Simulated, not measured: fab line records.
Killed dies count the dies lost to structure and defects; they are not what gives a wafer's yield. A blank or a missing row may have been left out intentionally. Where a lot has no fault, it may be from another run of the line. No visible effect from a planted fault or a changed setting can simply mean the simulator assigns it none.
Chamber matching / flow gf180mcu / pecvd-04 running GF_V3_CVD_02: 3 sister chambers
The step deposits SiO2 from TEOS, target thk 850 nm, time 94.851 s. 22 wafers are shown with their chamber, then 11 later ones without.

== WAFERS PAIRED WITH THEIR CHAMBERS ==
wafer=L080.1; chamber=1; heater power w (W)=689
wafer=L080.2; chamber=0; heater power w (W)=545
wafer=L080.3; chamber=2; heater power w (W)=650
wafer=L080.4; chamber=2; heater power w (W)=667
wafer=L080.5; chamber=0; heater power w (W)=600
wafer=L080.6; chamber=1; heater power w (W)=722
wafer=L082.3; chamber=0; heater power w (W)=654
wafer=L082.4; chamber=0; heater power w (W)=522
wafer=L082.6; chamber=1; heater power w (W)=614
wafer=L084.2; chamber=2; heater power w (W)=659
wafer=L084.3; chamber=1; heater power w (W)=739
wafer=L084.6; chamber=1; heater power w (W)=607
wafer=L085.3; chamber=0; heater power w (W)=599
wafer=L085.5; chamber=2; heater power w (W)=528
wafer=L085.6; chamber=1; heater power w (W)=614
wafer=L087.1; chamber=1; heater power w (W)=664
wafer=L087.4; chamber=1; heater power w (W)=726
wafer=L087.6; chamber=2; heater power w (W)=630
wafer=L089.1; chamber=1; heater power w (W)=773
wafer=L089.4; chamber=2; heater power w (W)=621
wafer=L089.6; chamber=1; heater power w (W)=608
wafer=L090.3; chamber=0; heater power w (W)=637

SIGNATURES, as means of the wafers listed above
reading=heater power w; chamber 0=592.83; chamber 1=675.60; chamber 2=625.83; scatter within a chamber=56.9
Rule: a wafer lies at a distance from a chamber equal to the root of the sum of squares, over the readings, of (its reading less the chamber's mean, divided by the reading's scatter). The wafer belongs to the nearest chamber; if the next one is less than 2 further off, it can't be placed. The scatter: take each reading less its chamber's mean, square it, sum over the shown wafers, divide by the number of wafers less the number of chambers, and take the root.

== WAFERS MISSING THEIR CHAMBER ==
wafer=L090.5; heater power w (W)=674
wafer=L090.6; heater power w (W)=654
wafer=L091.2; heater power w (W)=722
wafer=L091.3; heater power w (W)=523
wafer=L091.6; heater power w (W)=590
wafer=L092.3; heater power w (W)=629
wafer=L092.4; heater power w (W)=672
wafer=L092.5; heater power w (W)=727
wafer=L097.1; heater power w (W)=611
wafer=L097.3; heater power w (W)=658
wafer=L097.6; heater power w (W)=646

== WHICH CHAMBER EACH WENT THROUGH ==
wafer=L090.5; from the rows above=can't be placed: 1 or 2 or 0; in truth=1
wafer=L090.6; from the rows above=can't be placed: 1 or 2 or 0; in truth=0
wafer=L091.2; from the rows above=can't be placed: 1 or 2 or 0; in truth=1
wafer=L091.3; from the rows above=can't be placed: 0 or 2 or 1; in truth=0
wafer=L091.6; from the rows above=can't be placed: 0 or 2 or 1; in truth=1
wafer=L092.3; from the rows above=can't be placed: 2 or 0 or 1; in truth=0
wafer=L092.4; from the rows above=can't be placed: 1 or 2 or 0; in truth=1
wafer=L092.5; from the rows above=can't be placed: 1 or 2 or 0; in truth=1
wafer=L097.1; from the rows above=can't be placed: 2 or 0 or 1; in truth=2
wafer=L097.3; from the rows above=can't be placed: 1 or 2 or 0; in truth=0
wafer=L097.6; from the rows above=can't be placed: 2 or 1 or 0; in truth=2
Placed correctly: 0 of 11. Cannot be placed on the basis of these rows: 11; the candidates contain the true chamber in 11. Wrongly placed: 0.
